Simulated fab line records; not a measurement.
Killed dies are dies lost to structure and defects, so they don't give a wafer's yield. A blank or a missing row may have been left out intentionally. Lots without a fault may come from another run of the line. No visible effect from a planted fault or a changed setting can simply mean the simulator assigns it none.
What tool caused it? -- flow sky130 -- Sampling: 11 lots, 31 wafers, 6 of 708 route steps

== WHAT EACH GAUGE READ, for each wafer ==
SKY_METAL4_CD_MEAS_13: target cd 300 nm.
lot,measured,on,cd_nm (nm)
L483,day 43 05:29,cd_sem-02,299.2 298.2 299.8
L481,day 43 11:11,cd_sem-01,301.6 301.2 301.2
L479,day 43 11:32,cd_sem-01,300.2 300.2 301.1
L484,day 43 21:49,cd_sem-01,298.2 299.1 299.0
L488,day 44 16:44,cd_sem-01,298.7 299.9
L490,day 45 01:29,cd_sem-02,301.2 302.0
L492,day 45 12:53,cd_sem-01,300.3 299.3 300.8
L493,day 45 16:55,cd_sem-01,299.8 301.0 300.5
L497,day 46 18:24,cd_sem-02,299.7 299.5 297.9
L499,day 47 11:25,cd_sem-01,298.9 298.7 300.7
L502,day 48 02:55,cd_sem-01,299.4 301.1 300.0

SKY_VIA4_RS_MEAS_19: uses a four-point probe to measure.
lot,measured,on,VIA4_W_RS (ohm/sq)
L483,day 44 06:56,film_metro-01,0.227 0.223 0.227
L481,day 44 11:11,film_metro-03,0.222 0.226 0.230
L479,day 44 12:32,film_metro-04,0.230 0.227 0.233
L484,day 44 21:46,film_metro-04,0.233 0.230 0.222
L488,day 45 16:41,film_metro-01,0.259 0.257
L490,day 46 03:19,film_metro-03,0.229 0.256
L492,day 46 12:53,film_metro-01,0.224 0.228 0.227
L493,day 46 17:23,film_metro-04,0.228 0.227 0.229
L497,day 47 17:39,film_metro-03,0.227 0.230 0.225
L499,day 48 10:08,film_metro-04,0.227 0.226 0.227
L502,day 49 00:01,film_metro-04,0.227 0.228 0.226

SKY_VIA4_THK_MEAS_20: measures by xrf.
lot,measured,on,VIA4_W_THK (nm)
L483,day 44 07:04,film_metro-01,512 520 513
L481,day 44 11:18,film_metro-03,523 514 505
L479,day 44 12:40,film_metro-04,502 502 492
L484,day 44 21:52,film_metro-04,496 500 517
L488,day 45 16:47,film_metro-01,459 464
L490,day 46 03:26,film_metro-03,509 468
L492,day 46 12:59,film_metro-01,519 512 517
L493,day 46 17:29,film_metro-04,507 514 506
L497,day 47 17:46,film_metro-03,507 507 516
L499,day 48 10:14,film_metro-04,509 512 507
L502,day 49 00:08,film_metro-04,511 508 511

SKY_PASSIVATION_THK_MEAS_01.
lot,measured,on,PASSIVATION_CVD_00_THK (nm)
L483,day 45 05:47,film_metro-04,90.0 90.1 92.2
L481,day 45 09:43,film_metro-01,90.1 91.2 90.3
L479,day 45 11:08,film_metro-01,89.8 89.5 91.0
L484,day 45 20:54,film_metro-01,91.5 90.9 90.8
L488,day 46 15:38,film_metro-02,88.7 91.3
L490,day 47 01:33,film_metro-01,89.8 91.2
L492,day 47 12:34,film_metro-01,89.3 90.9 90.7
L493,day 47 15:36,film_metro-02,90.3 89.7 91.7
L497,day 48 14:13,film_metro-04,89.0 91.2 90.8
L499,day 49 06:02,film_metro-02,87.9 88.8 90.1
L502,day 49 18:54,film_metro-04,89.4 89.7 91.8

== WHICH TOOL RAN EACH LOT (tool, then ch and the chambers of the sampled wafers, then the start) ==
lot,SKY_VIA4_CVD_18,SKY_METAL5_STRIP_16
L483,"cvd_w-02 ch 0,1, day 44 06:47","plasma_asher-04 ch 0,1, day 45 05:07"
L481,"cvd_w-02 ch 0,1, day 44 11:02","plasma_asher-01 ch 0,1, day 45 09:07"
L479,"cvd_w-01 ch 1, day 44 12:23","plasma_asher-01 ch 0, day 45 10:31"
L484,"cvd_w-01 ch 0,1, day 44 21:37","plasma_asher-03 ch 0,1, day 45 19:56"
L488,"cvd_w-01 ch 0, day 45 16:32","plasma_asher-04 ch 1, day 46 15:00"
L490,"cvd_w-01 ch 0,1, day 46 03:10","plasma_asher-04 ch 0,1, day 47 00:52"
L492,"cvd_w-02 ch 0,1, day 46 12:44","plasma_asher-04 ch 0,1, day 47 11:57"
L493,"cvd_w-02 ch 0,1, day 46 17:12","plasma_asher-01 ch 0, day 47 14:46"
L497,"cvd_w-02 ch 0,1, day 47 17:30","plasma_asher-04 ch 0,1, day 48 13:34"
L499,"cvd_w-02 ch 0,1, day 48 09:58","plasma_asher-01 ch 0,1, day 49 05:23"
L502,"cvd_w-02 ch 0,1, day 48 23:51","plasma_asher-03 ch 0,1, day 49 18:17"
- SKY_VIA4_CVD_18: deposits W, target thk 505 nm, time 152.14 s.
- SKY_METAL5_STRIP_16: strips in O2/N2.

== AS READ BY THE TOOLS THEMSELVES (means over the sampled wafers that have a number; for cases with no such wafer, the mark the record gives instead) ==
SKY_VIA4_CVD_18.
lot,tool,heater_power_outer_w (W),heater_power_w (W)
L483,cvd_w-02,474,789
L481,cvd_w-02,487,815
L479,cvd_w-01,479,821
L484,cvd_w-01,507,835
L488,cvd_w-01,550,878
L490,cvd_w-01,527,846
L492,cvd_w-02,476,803
L493,cvd_w-02,481,797
L497,cvd_w-02,493,813
L499,cvd_w-02,487,808
L502,cvd_w-02,478,817

SKY_METAL5_STRIP_16.
lot,tool,drypump_motor_current_A (A),oes_product_au (a.u.),strip_time_to_endpoint_s (s)
L483,plasma_asher-04,6.6,0.713,13.18
L481,plasma_asher-01,6.1,0.711,13.18
L479,plasma_asher-01,5.7,0.711,13.24
L484,plasma_asher-03,5.6,0.711,12.93
L488,plasma_asher-04,6.8,0.708,13.19
L490,plasma_asher-04,6.5,0.716,12.98
L492,plasma_asher-04,6.5,0.714,12.91
L493,plasma_asher-01,5.7,0.710,13.29
L497,plasma_asher-04,6.6,0.711,13.06
L499,plasma_asher-01,5.9,0.709,13.20
L502,plasma_asher-03,5.5,0.708,12.89

== THE ANSWER, worked out from the rows above alone ==
Rule: the lots themselves supply what counts as usual. Put in order of their means at a reading, lots are off if they are a third of the lots or fewer, leave a main group of 4 or more, and stand apart from it by a gap of 3 or more times the standard deviation of the main group's means; of several such gaps the widest counts. A main group is skipped when, at the precision printed for the reading in the tables above, its means are all equal. A lot without any number at a reading at which 4 lots or more have one is off too. All remaining lots with rows at the step are treated as sound. Order of review: gauges by route order, followed by the tools' own readings, for which a lot's mean as printed above is used. At the first step where some lot is off, the reading lying furthest off is the one used; lots without a number count as furthest.
Off: at SKY_VIA4_RS_MEAS_19 (VIA4_W_RS), L488, L490. Mean 0.227 ohm/sq and standard deviation 0.0013 in the main group.
If a tool, at a process step before that reading, ran all the lots that are off and no sound lot after the first of them, it fits. Gauges at SKY_VIA4_RS_MEAS_19: tried the same way as those tools. One candidate fits, namely cvd_w-01 at SKY_VIA4_CVD_18. A fault onset in the window from L484 (day 44 21:37, its last sound lot) to L488 (day 45 16:32, its first lot off) fits.
The tool's own readings at SKY_VIA4_CVD_18 bear it out: on the lots that are off they differ by more than 5 times the standard deviation of the sound lots' means. heater_power_outer_w reads 538 W there against 485 W on the sound lots.

== WHAT HAD BEEN PUT IN BY THE SIMULATOR ==
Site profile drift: cvd_w-01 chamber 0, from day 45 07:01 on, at SKY_VIA4_CVD_18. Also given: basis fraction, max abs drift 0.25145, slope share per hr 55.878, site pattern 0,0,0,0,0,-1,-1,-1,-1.
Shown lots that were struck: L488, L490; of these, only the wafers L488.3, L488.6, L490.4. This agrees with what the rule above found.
